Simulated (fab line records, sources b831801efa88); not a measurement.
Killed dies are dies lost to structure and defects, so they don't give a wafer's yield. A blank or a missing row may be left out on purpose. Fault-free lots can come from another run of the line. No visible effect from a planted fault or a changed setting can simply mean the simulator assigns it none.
fab line records -- flow gf180mcu
record: lots: 12, wafers: 36, lastDay: 34
route steps=602 shown HV_LDD@232 V1@340 V2@408 M3@409
lots that met no fault: taken from a fault-free run of the same line
startH: hours from the record's first day to the start of the lot's first wafer shown -- waitH: how many hours have passed since the lot's step before this one -- " repeats the value in the row above -- L1.1+2: one row covering several wafers at once -- - value missing, or start not given -- * or withheld: withheld -- < > ~ a bound
route shown NAME@n: NAME is a module with steps in the file, n the number in the route of the first one -- usual: mean/standard deviation of fault-free wafers -- same: alike in all rows -- chamber/n: place in a boat -- sites: readings site by site -- _std_site: the standard deviation of these -- _edge_site: inner sites' mean taken away from outer sites' mean -- radiusMm: how far each site lies from the wafer's centre -- mask NAME#n: copy n -- behind: the tool/chamber that last shaped the wafer -- hold: why the lot went on hold/how many hours it stayed there/how the hold came to an end -- device: the transistor (n, p or np) that didn't switch -- end of line: the same wafers' tests at the end of the route -- where a step has no rows: the recipe by itself -- killed: not the wafer's yield, but the dies lost to structure and defects at the first sort -- map: shows each die of a wafer: x if killed, . if not, _ if none is there
set.NAME: the run value of the setting; set.NAME@STEP: its run value at that earlier step -- model.NAME: the simulator's own value behind a step, which no gauge read
a sample of lots followed through the steps of the route, with each step as a table and each wafer as a row
services: from which hour (startH, from the record's first day; less than 0 if before it) a tool's chamber was out of use, for how many hours, and why
== steps ==
step: GF_HV_LDD_CVD_56
recipe: material: Si3N4, precursor: DCS/NH3, targetThkNm: 90, tempC: 770, timeS: 1543, pressureMtorr: 250
lot.wafer,tool,chamber,startH,waitH
L484.2+4+6,lpcvd-01,1,286.78,0.0
L485.2+4+5,lpcvd-02,1,294.08,0.0
L487.3+4+5,lpcvd-02,1,307.83,0.0
L488.1+3+6,lpcvd-02,0,323.88,0.1
L490.1+2+6,lpcvd-01,1,343.78,0.5
L491.1+2+5,lpcvd-01,1,361.83,0.1
L492.3+5+6,lpcvd-01,0,374.64,0.0
L494.1+3+6,lpcvd-01,1,381.48,0.1
L497.2+3+4,lpcvd-02,1,405.09,0.0
L500.1+3+4,lpcvd-02,0,419.93,0.1
L501.1+2+6,lpcvd-02,0,427.63,0.1
L505.2+4+6,lpcvd-01,0,458.63,0.0
step: GF_HV_LDD_THK_MEAS_57
recipe: reads: Si3N4_of_HV_LDD_CVD_56
usual: HV_LDD_CVD_56_THK: 89.7/0.85
lot.wafer,tool,chamber,startH,waitH,hold,HV_LDD_CVD_56_THK[nm]
L484.2,filmMetro-04,-,288.22,0.0,-,88.9
L484.4,filmMetro-04,-,288.22,0.0,-,88.7
L484.6,filmMetro-04,-,288.22,0.0,-,89.7
L485.2,filmMetro-01,-,295.52,0.0,-,90.4
L485.4,filmMetro-01,-,295.52,0.0,-,90.5
L485.5,filmMetro-01,-,295.52,0.0,-,89.9
L487.3,filmMetro-01,-,309.28,0.0,-,89.4
L487.4,filmMetro-01,-,309.28,0.0,-,89.6
L487.5,filmMetro-01,-,309.28,0.0,-,89.6
L488.1,filmMetro-01,-,325.31,0.0,-,89.2
L488.3,filmMetro-01,-,325.31,0.0,-,89.5
L488.6,filmMetro-01,-,325.31,0.0,-,89.3
L490.1,filmMetro-03,-,345.21,0.0,-,89.9
L490.2,filmMetro-03,-,345.21,0.0,-,89.8
L490.6,filmMetro-03,-,345.21,0.0,-,89.7
L491.1,filmMetro-04,-,363.26,0.0,-,90.4
L491.2,filmMetro-04,-,363.26,0.0,-,90.6
L491.5,filmMetro-04,-,363.26,0.0,-,90.3
L492.3,filmMetro-01,-,376.09,0.0,-,89.4
L492.5,filmMetro-01,-,376.09,0.0,-,89.4
L492.6,filmMetro-01,-,376.09,0.0,-,89.5
L494.1,filmMetro-03,-,382.91,0.0,-,89.3
L494.3,filmMetro-03,-,382.91,0.0,-,90.0
L494.6,filmMetro-03,-,382.91,0.0,-,90.4
L497.2,filmMetro-03,-,406.53,0.0,-,91.0
L497.3,filmMetro-03,-,406.53,0.0,-,91.3
L497.4,filmMetro-03,-,406.53,0.0,-,91.3
L500.1,filmMetro-01,-,421.36,0.0,awaitDispo/0.2h/release,97.4
L500.3,filmMetro-01,-,421.36,0.0,awaitDispo/0.2h/release,98.1
L500.4,filmMetro-01,-,421.36,0.0,awaitDispo/0.2h/release,97.1
L500.1,filmMetro-01,-,421.58,0.2,-,97.4
L500.3,filmMetro-01,-,421.58,0.2,-,98.1
L500.4,filmMetro-01,-,421.58,0.2,-,97.2
L501.1,filmMetro-01,-,429.06,0.0,awaitDispo/0.2h/release,97.3
L501.2,filmMetro-01,-,429.06,0.0,awaitDispo/0.2h/release,97.4
L501.6,filmMetro-01,-,429.06,0.0,awaitDispo/0.2h/release,97.1
L501.1,filmMetro-01,-,429.35,0.3,-,97.3
L501.2,filmMetro-01,-,429.35,0.3,-,97.4
L501.6,filmMetro-01,-,429.35,0.3,-,97.0
L505.2,filmMetro-04,-,460.06,0.0,-,89.4
L505.4,filmMetro-04,-,460.06,0.0,-,89.1
L505.6,filmMetro-04,-,460.06,0.0,-,89.9
step: GF_HV_LDD_ETCHBACK_58
recipe: chemistry: CH3F/O2, target: Si3N4, stopOn: SiO2, sourceW: 400, biasW: 80, pressureMtorr: 25, ch3fFlowSccm: 40, O2_flow_sccm: 30, timeS: 100, targetDepthA: 900
usual: O2_flow_sccm: 30.01/0.09, biasW: 79.96/0.24, drypumpMotorCurrentA: 5.7/0.53, oesProductAu: 0.841/0.0065, throttleValvePct: 10.561/0.0095
lot.wafer,tool,chamber,startH,waitH,hold,O2_flow_sccm,biasW,drypumpMotorCurrentA,oesProductAu,rfHoursCounterH,throttleValvePct
L484.2,rieDiel-01,3,288.27,0.0,-,29.95,79.98,5.9,0.832,111,10.541
L484.4,rieDiel-01,0,288.27,0.0,-,29.89,79.86,4.9,0.833,9,10.568
L484.6,rieDiel-01,0,288.27,0.0,-,29.94,79.54,4.9,0.843,-,10.558
L485.2,rieDiel-01,2,295.57,0.0,-,30.03,80.02,5.5,0.856,62,10.569
L485.4,rieDiel-01,3,295.57,0.0,-,30.08,80.03,5.9,0.835,111,10.572
L485.5,rieDiel-01,2,295.57,0.0,-,30.02,80.01,5.5,0.841,-,10.557
L487.3,rieDiel-04,2,309.32,0.0,-,30.12,79.76,5.9,0.840,9,10.568
L487.4,rieDiel-04,1,309.32,0.0,-,30.05,79.87,6.3,0.831,3,10.557
L487.5,rieDiel-04,2,309.32,0.0,-,30.21,79.96,5.9,0.843,-,10.558
L488.1,rieDiel-04,0,325.37,0.1,-,30.16,80.26,5.2,0.845,11,10.546
L488.3,rieDiel-04,1,325.37,0.1,-,30.00,79.84,6.3,0.840,4,10.567
L488.6,rieDiel-04,3,325.37,0.1,-,29.99,79.98,4.8,0.842,-,10.565
L490.1,rieDiel-01,3,345.27,0.1,-,29.89,80.06,5.9,0.842,113,10.577
L490.2,rieDiel-01,0,345.27,0.1,-,30.25,79.79,4.9,0.842,10,10.560
L490.6,rieDiel-01,3,345.27,0.1,-,30.04,79.76,5.9,0.841,-,10.561
L491.1,rieDiel-02,2,363.32,0.1,-,30.00,80.34,6.1,0.846,82,10.562
L491.2,rieDiel-02,0,363.32,0.1,-,29.93,79.84,6.3,0.844,9,10.579
L491.5,rieDiel-02,2,363.32,0.1,-,29.98,80.44,6.1,0.840,-,10.565
L492.3,rieDiel-02,2,376.13,0.0,-,29.84,80.00,6.1,0.845,82,10.538
L492.5,rieDiel-02,1,376.13,0.0,-,29.98,80.01,5.9,0.837,-,10.548
L492.6,rieDiel-02,2,376.13,0.0,-,30.04,79.78,6.1,0.835,-,10.553
L494.1,rieDiel-04,2,382.97,0.1,-,30.18,79.79,5.9,0.844,11,10.550
L494.3,rieDiel-04,0,382.97,0.1,-,29.95,80.26,5.2,0.845,13,10.552
L494.6,rieDiel-04,0,382.97,0.1,-,30.13,80.24,5.2,0.845,-,10.570
L497.2,rieDiel-01,1,406.58,0.0,-,30.09,80.13,5.8,0.852,70,10.557
L497.3,rieDiel-01,0,406.58,0.0,-,30.09,80.22,4.9,0.847,12,10.551
L497.4,rieDiel-01,1,406.58,0.0,-,30.10,80.34,5.8,0.847,-,10.589
L500.1,rieDiel-02,0,423.66,2.1,awaitDispo/2.0h/release,29.97,79.81,6.3,0.887,11,10.569
L500.3,rieDiel-02,1,423.66,2.1,awaitDispo/2.0h/release,30.09,80.14,5.9,0.885,7,10.554
L500.4,rieDiel-02,2,423.66,2.1,awaitDispo/2.0h/release,29.91,79.55,6.1,0.872,83,10.566
L501.1,rieDiel-04,0,434.11,4.8,awaitDispo/4.7h/release,30.06,80.41,5.2,0.879,14,10.578
L501.2,rieDiel-04,1,434.11,4.8,awaitDispo/4.7h/release,30.08,80.21,6.4,0.879,7,10.581
L501.6,rieDiel-04,2,434.11,4.8,awaitDispo/4.7h/release,29.85,80.11,5.9,0.878,-,10.566
L505.2,rieDiel-04,1,460.11,0.0,-,29.99,79.78,6.3,0.841,7,10.565
L505.4,rieDiel-04,1,460.11,0.0,-,30.10,80.07,6.4,0.844,-,10.549
L505.6,rieDiel-04,0,460.11,0.0,-,29.96,79.98,5.2,0.844,-,10.562
step: GF_V1_BOW_MEAS_05
recipe: mode: bow
usual: V1_BOW: 84/7
lot.wafer,tool,chamber,startH,waitH,V1_BOW[um]
L484.2,filmMetro-04,-,401.04,0.2,81
L484.4,filmMetro-04,-,401.04,0.2,81
L484.6,filmMetro-04,-,401.04,0.2,91
L485.2,filmMetro-04,-,410.33,0.3,88
L485.4,filmMetro-04,-,410.33,0.3,89
L485.5,filmMetro-04,-,410.33,0.3,93
L487.3,filmMetro-04,-,425.43,0.3,77
L487.4,filmMetro-04,-,425.43,0.3,87
L487.5,filmMetro-04,-,425.43,0.3,85
L488.1,filmMetro-02,-,444.45,0.2,80
L488.3,filmMetro-02,-,444.45,0.2,80
L488.6,filmMetro-02,-,444.45,0.2,76
L490.1,filmMetro-03,-,466.84,0.2,92
L490.2,filmMetro-03,-,466.84,0.2,83
L490.6,filmMetro-03,-,466.84,0.2,93
L491.1,filmMetro-03,-,485.09,0.1,86
L491.2,filmMetro-03,-,485.09,0.1,84
L491.5,filmMetro-03,-,485.09,0.1,89
L492.3,filmMetro-03,-,499.46,0.2,80
L492.5,filmMetro-03,-,499.46,0.2,80
L492.6,filmMetro-03,-,499.46,0.2,84
L494.1,filmMetro-02,-,504.97,0.2,94
L494.3,filmMetro-02,-,504.97,0.2,91
L494.6,filmMetro-02,-,504.97,0.2,77
L497.2,filmMetro-03,-,529.30,0.3,82
L497.3,filmMetro-03,-,529.30,0.3,82
L497.4,filmMetro-03,-,529.30,0.3,85
L500.1,filmMetro-02,-,545.00,0.2,88
L500.3,filmMetro-02,-,545.00,0.2,93
L500.4,filmMetro-02,-,545.00,0.2,88
L501.1,filmMetro-03,-,551.90,0.2,72
L501.2,filmMetro-03,-,551.90,0.2,80
L501.6,filmMetro-03,-,551.90,0.2,74
L505.2,filmMetro-03,-,581.92,0.1,101
L505.4,filmMetro-03,-,581.92,0.1,85
L505.6,filmMetro-03,-,581.92,0.1,88
step: GF_V2_CMP_26
recipe: stopOn: SiO2, downForcePsi: 3.5, platenRpm: 60, tOverpolishS: 15, targetThkNm: 0, padVelocityMS: 0.94248
usual: motorCurrentA: 11.8/1.3, overpolishRunS: 14.999/0.0091, timeToEndpointS: 83/4.3
same: tOverpolishS: 15
lot.wafer,tool,chamber,startH,waitH,motorCurrentA,overpolishRunS,timeToEndpointS
L484.4,cmp-01,3,476.81,0.0,12.2,14.993,89
L484.2,cmp-01,2,476.81,0.0,13.0,14.998,85
L484.6,cmp-01,3,476.81,0.0,12.7,14.995,84
L485.2,cmp-02,1,486.42,0.1,10.4,15.012,81
L485.4,cmp-02,3,486.42,0.1,13.7,14.993,76
L485.5,cmp-02,0,486.42,0.1,12.0,14.997,85
L487.4,cmp-01,1,500.50,0.0,12.1,14.993,79
L487.3,cmp-01,0,500.50,0.0,9.9,15.019,93
L487.5,cmp-01,1,500.50,0.0,12.1,15.016,84
L488.1,cmp-01,1,519.48,0.1,12.2,15.007,84
L488.3,cmp-01,3,519.48,0.1,11.4,15.013,85
L488.6,cmp-01,2,519.48,0.1,13.1,15.012,82
L490.2,cmp-02,1,540.21,0.0,10.4,15.014,83
L490.1,cmp-02,3,540.21,0.0,14.2,14.978,78
L490.6,cmp-02,1,540.21,0.0,10.2,14.990,82
L491.2,cmp-02,1,559.83,0.1,10.4,14.999,81
L491.1,cmp-02,2,559.83,0.1,11.2,15.008,90
L491.5,cmp-02,0,559.83,0.1,11.8,14.992,82
L492.3,cmp-01,2,572.10,0.2,13.2,15.004,88
L492.5,cmp-01,3,572.10,0.2,11.3,14.990,88
L492.6,cmp-01,0,572.10,0.2,10.3,14.988,96
L494.3,cmp-02,0,577.36,0.0,11.5,15.004,83
L494.1,cmp-02,3,577.36,0.0,14.2,14.999,79
L494.6,cmp-02,1,577.36,0.0,11.2,14.992,81
L497.4,cmp-02,2,599.67,0.0,11.7,15.004,80
L497.3,cmp-02,0,599.67,0.0,11.0,14.988,73
L497.2,cmp-02,1,599.67,0.0,10.2,14.990,76
L500.4,cmp-02,1,614.36,0.0,10.5,14.988,80
L500.1,cmp-02,3,614.36,0.0,14.2,14.991,77
L500.3,cmp-02,0,614.36,0.0,12.0,14.997,82
L501.2,cmp-02,0,621.80,0.0,12.1,15.006,81
L501.1,cmp-02,3,621.80,0.0,13.8,15.002,81
L501.6,cmp-02,0,621.80,0.0,11.9,14.994,82
L505.2,cmp-01,2,648.95,0.1,13.4,15.006,88
L505.4,cmp-01,3,648.95,0.1,12.4,15.000,87
L505.6,cmp-01,0,648.95,0.1,9.8,14.982,91
step: GF_M3_SPUTTER_00
recipe: material: Ti, targetThkNm: 37.5, arrivingIonEnergyEv: 80, substrateTempC: 200, chamberPressurePa: 2, powerW: 4000, timeS: 150
usual: substrateTempC: 200.02/0.16, throttleValvePct: 30.2/0.85
lot.wafer,tool,chamber,startH,waitH,substrateTempC,throttleValvePct
L484.2,pvdSputter-04,-,477.11,0.1,200.14,31.2
L484.4,pvdSputter-04,-,477.11,0.1,199.70,30.8
L484.6,pvdSputter-04,-,477.11,0.1,199.70,28.6
L485.2,pvdSputter-03,-,486.67,0.2,200.27,30.8
L485.4,pvdSputter-03,-,486.67,0.2,199.94,30.1
L485.5,pvdSputter-03,-,486.67,0.2,200.20,30.1
L487.3,pvdSputter-01,-,500.80,0.1,200.05,29.0
L487.4,pvdSputter-01,-,500.80,0.1,199.88,29.7
L487.5,pvdSputter-01,-,500.80,0.1,199.96,29.5
L488.1,pvdSputter-01,-,519.78,0.2,199.88,29.7
L488.3,pvdSputter-01,-,519.78,0.2,200.01,29.2
L488.6,pvdSputter-01,-,519.78,0.2,199.97,31.3
L490.1,pvdSputter-04,-,540.51,0.1,199.74,28.5
L490.2,pvdSputter-04,-,540.51,0.1,200.14,30.9
L490.6,pvdSputter-04,-,540.51,0.1,200.05,31.1
L491.1,pvdSputter-01,-,560.08,0.1,199.76,29.5
L491.2,pvdSputter-01,-,560.08,0.1,199.93,29.4
L491.5,pvdSputter-01,-,560.08,0.1,199.90,29.0
L492.3,pvdSputter-04,-,572.25,0.1,199.93,30.9
L492.5,pvdSputter-04,-,572.25,0.1,200.13,28.7
L492.6,pvdSputter-04,-,572.25,0.1,199.92,30.8
L494.1,pvdSputter-04,-,577.66,0.1,200.14,31.1
L494.3,pvdSputter-04,-,577.66,0.1,199.93,30.9
L494.6,pvdSputter-04,-,577.66,0.1,199.73,30.9
L497.2,pvdSputter-04,-,599.97,0.1,200.23,28.9
L497.3,pvdSputter-04,-,599.97,0.1,200.07,31.1
L497.4,pvdSputter-04,-,599.97,0.1,199.95,30.5
L500.1,pvdSputter-03,-,614.66,0.1,199.67,31.0
L500.3,pvdSputter-03,-,614.66,0.1,200.11,30.2
L500.4,pvdSputter-03,-,614.66,0.1,199.97,30.2
L501.1,pvdSputter-01,-,622.10,0.1,200.23,31.5
L501.2,pvdSputter-01,-,622.10,0.1,199.99,29.7
L501.6,pvdSputter-01,-,622.10,0.1,199.82,28.7
L505.2,pvdSputter-03,-,649.15,0.1,200.07,30.1
L505.4,pvdSputter-03,-,649.15,0.1,199.91,29.3
L505.6,pvdSputter-03,-,649.15,0.1,200.26,30.8
== services ==
tool,chamber,startH,hours,kind
cmp-02,-,275.49,8.0,repair
lpcvd-01,-,279.84,6.1,pm
cmp-01,-,280.54,5.0,repair
cmp-02,-,299.06,1.8,repair
cmp-01,-,300.90,4.7,pm
cmp-02,-,349.13,1.4,repair
pvdSputter-04,-,354.02,1.0,repair
cmp-02,-,355.91,1.8,repair
cmp-01,-,365.19,4.2,pm
cmp-02,-,376.40,3.5,pm
rieDiel-04,1,381.63,5.0,repair
rieDiel-04,-,392.27,2.0,repair
lpcvd-02,-,397.57,0.3,repair
cmp-02,-,404.25,4.0,pm
cmp-02,-,422.86,2.8,repair
lpcvd-01,-,426.91,28.1,pm
rieDiel-04,3,454.27,7.8,repair
rieDiel-04,-,481.79,2.8,pm
lpcvd-02,-,500.33,0.7,repair
rieDiel-04,3,509.08,8.6,repair
pvdSputter-04,-,515.99,0.7,repair
cmp-02,-,516.30,0.8,repair
rieDiel-04,0,523.48,5.7,repair
cmp-01,-,534.21,2.7,repair
== key ==
firstSign: step: GF_HV_LDD_THK_MEAS_57, reading: visit, direction: added
effect: step: GF_HV_LDD_THK_MEAS_57, reading: HV_LDD_CVD_56_THK, direction: up, sigmas: 9, usual: 89.7, struck: 97.4
effect: step: GF_HV_LDD_ETCHBACK_58, reading: oesProductAu, direction: up, sigmas: 6, usual: 0.841, struck: 0.880
metAt GF_HV_LDD_CVD_56
struckLots L500,L501
testerLeftOut L500,L501
notActingAt GF_V1_BOW_MEAS_05,GF_V2_CMP_26,GF_M3_SPUTTER_00
onsetBetween 405.09 419.93
fault: kind: processParameterDrift, tool: lpcvd-02, chamber: -, onsetH: 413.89, steps: GF_HV_LDD_CVD_56, channel: targetThkNm, offset: 8.268, shape: step, endH: 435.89, actsIn: theseRecipesOnly, stated: 90
testerLeftOut: of these lots the tester's yield and bins aren't shown, on N5 and GAA mostly nor the transistor test; their killed dies are dies lost to structure and defects alone, not to doping, threshold or leakage, so they don't give the yield
